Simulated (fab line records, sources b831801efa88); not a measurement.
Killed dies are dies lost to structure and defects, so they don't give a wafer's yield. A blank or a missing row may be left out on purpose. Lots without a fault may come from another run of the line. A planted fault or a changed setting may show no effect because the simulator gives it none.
Tool commonality check | flow sky130 | 13 lots, 39 wafers sampled

WHY IT WAS OPENED
At SKY_VT_ADJUST_HVTP_TW_MEAS_11 the reading VT_ADJUST_HVTP_TW is flagged on 1 of 13 lots. Wafers without a fault read 1359, standard deviation 22.
Rule: a lot is flagged when every wafer of it that has a number lies more than 4 standard deviations from that mean, or none has a number. The other lots count as sound.

lot  | measured     | on            | VT_ADJUST_HVTP_TW, wafer by wafer | flag
L365 | day 6 03:16  | film_metro-03 | 1329 1326 1331                    |
L367 | day 6 16:38  | film_metro-02 | 1382 1376 1373                    |
L366 | day 6 17:09  | film_metro-02 | 1382 1376 1377                    |
L369 | day 7 05:44  | film_metro-02 | 1375 1378 1381                    |
L374 | day 8 09:59  | film_metro-04 | 30 30 30                          | FLAGGED
L380 | day 10 02:22 | film_metro-04 | 1344 1337 1344                    |
L382 | day 10 14:49 | film_metro-03 | 1321 1327 1322                    |
L383 | day 10 19:32 | film_metro-02 | 1366 1364 1376                    |
L384 | day 11 04:35 | film_metro-02 | 1374 1383 1386                    |
L385 | day 11 09:44 | film_metro-02 | 1375 1386 1371                    |
L386 | day 11 19:53 | film_metro-02 | 1377 1378 1378                    |
L387 | day 12 00:23 | film_metro-02 | 1380 1383 1382                    |
L388 | day 12 04:02 | film_metro-04 | 1341 1347 1343                    |
The numbers of the flagged lots are 30 on average: -1329 against the usual, or -60 standard deviations.

WHICH TOOL RAN EACH LOT
The record holds 2 process steps before the reading, out of a route of 708 steps. In each cell: the tool, then ch and the chambers that the sampled wafers went through, then the start.
lot  | flag    | SKY_NWELL_STRIP_25                   | SKY_VT_ADJUST_HVTP_STRIP_10
L365 |         | plasma_asher-03 ch 0,1, day 5 08:34  | plasma_asher-01 ch 0,1, day 6 03:11
L367 |         | plasma_asher-03 ch 1, day 5 20:25    | plasma_asher-03 ch 0,1, day 6 16:32
L366 |         | plasma_asher-04 ch 0,1, day 5 21:07  | plasma_asher-01 ch 0,1, day 6 17:02
L369 |         | plasma_asher-02 ch 0,1, day 6 09:19  | plasma_asher-02 ch 0,1, day 7 05:38
L374 | FLAGGED | plasma_asher-03 ch 0,1, day 7 13:07  | plasma_asher-02 ch 0,1, day 8 09:52
L380 |         | plasma_asher-04 ch 0,1, day 9 01:53  | plasma_asher-01 ch 0,1, day 10 02:16
L382 |         | plasma_asher-04 ch 0,1, day 9 14:52  | plasma_asher-03 ch 0,1, day 10 14:44
L383 |         | plasma_asher-02 ch 0,1, day 9 19:58  | plasma_asher-02 ch 0,1, day 10 19:24
L384 |         | plasma_asher-04 ch 0,1, day 10 04:16 | plasma_asher-01 ch 0,1, day 11 04:31
L385 |         | plasma_asher-03 ch 0,1, day 10 09:58 | plasma_asher-02 ch 0,1, day 11 09:40
L386 |         | plasma_asher-04 ch 0,1, day 10 19:07 | plasma_asher-02 ch 0,1, day 11 19:46
L387 |         | plasma_asher-02 ch 1, day 11 00:01   | plasma_asher-02 ch 0,1, day 12 00:17
L388 |         | plasma_asher-04 ch 0,1, day 11 02:43 | plasma_asher-03 ch 0,1, day 12 03:56
What these steps do:
- SKY_NWELL_STRIP_25: strips in O2/N2.
- SKY_VT_ADJUST_HVTP_STRIP_10: strips in O2/N2.
- SKY_VT_ADJUST_HVTP_TW_MEAS_11

FLAGGED OVER TOTAL, TOOL BY TOOL (the gauges that took the reading come last)
step                          | tool            | lots run | flagged | share of the flagged lots | sound lots run after its first flagged lot
SKY_NWELL_STRIP_25            | plasma_asher-02 | 3        | 0       | none                      | -
SKY_NWELL_STRIP_25            | plasma_asher-03 | 4        | 1       | all                       | 1 (L385)
SKY_NWELL_STRIP_25            | plasma_asher-04 | 6        | 0       | none                      | -
SKY_VT_ADJUST_HVTP_STRIP_10   | plasma_asher-01 | 4        | 0       | none                      | -
SKY_VT_ADJUST_HVTP_STRIP_10   | plasma_asher-02 | 6        | 1       | all                       | 4 (L383,L385,L386,L387)
SKY_VT_ADJUST_HVTP_STRIP_10   | plasma_asher-03 | 3        | 0       | none                      | -
SKY_VT_ADJUST_HVTP_TW_MEAS_11 | film_metro-02   | 8        | 0       | none                      | -
SKY_VT_ADJUST_HVTP_TW_MEAS_11 | film_metro-03   | 2        | 0       | none                      | -
SKY_VT_ADJUST_HVTP_TW_MEAS_11 | film_metro-04   | 3        | 1       | all                       | 2 (L380,L388)

WHAT THE TABLE ALLOWS
3 rows of the table ran every flagged lot: plasma_asher-03 at SKY_NWELL_STRIP_25, plasma_asher-02 at SKY_VT_ADJUST_HVTP_STRIP_10, film_metro-04 at SKY_VT_ADJUST_HVTP_TW_MEAS_11.
- plasma_asher-03 at SKY_NWELL_STRIP_25: 1 of its 4 lots flagged. Sound lots ran on it after the first flagged one (L385), which a lasting fault on the whole tool wouldn't allow. Its own readings lie more than 4 standard deviations out on every wafer of the flagged lots: oes_product_au.
- plasma_asher-02 at SKY_VT_ADJUST_HVTP_STRIP_10: 1 of its 6 lots flagged. Sound lots ran on it after the first flagged one (L383, L385, L386, L387), which a lasting fault on the whole tool wouldn't allow. Its own readings lie more than 4 standard deviations out on every wafer of the flagged lots: strip_time_to_endpoint_s.
- film_metro-04 at SKY_VT_ADJUST_HVTP_TW_MEAS_11: 1 of its 3 lots flagged. Sound lots ran on it after the first flagged one (L380, L388), which a lasting fault on the whole tool wouldn't allow.
No row of the table ran every flagged lot and no sound lot after the first.

WHAT THE SIMULATOR HAD PUT IN
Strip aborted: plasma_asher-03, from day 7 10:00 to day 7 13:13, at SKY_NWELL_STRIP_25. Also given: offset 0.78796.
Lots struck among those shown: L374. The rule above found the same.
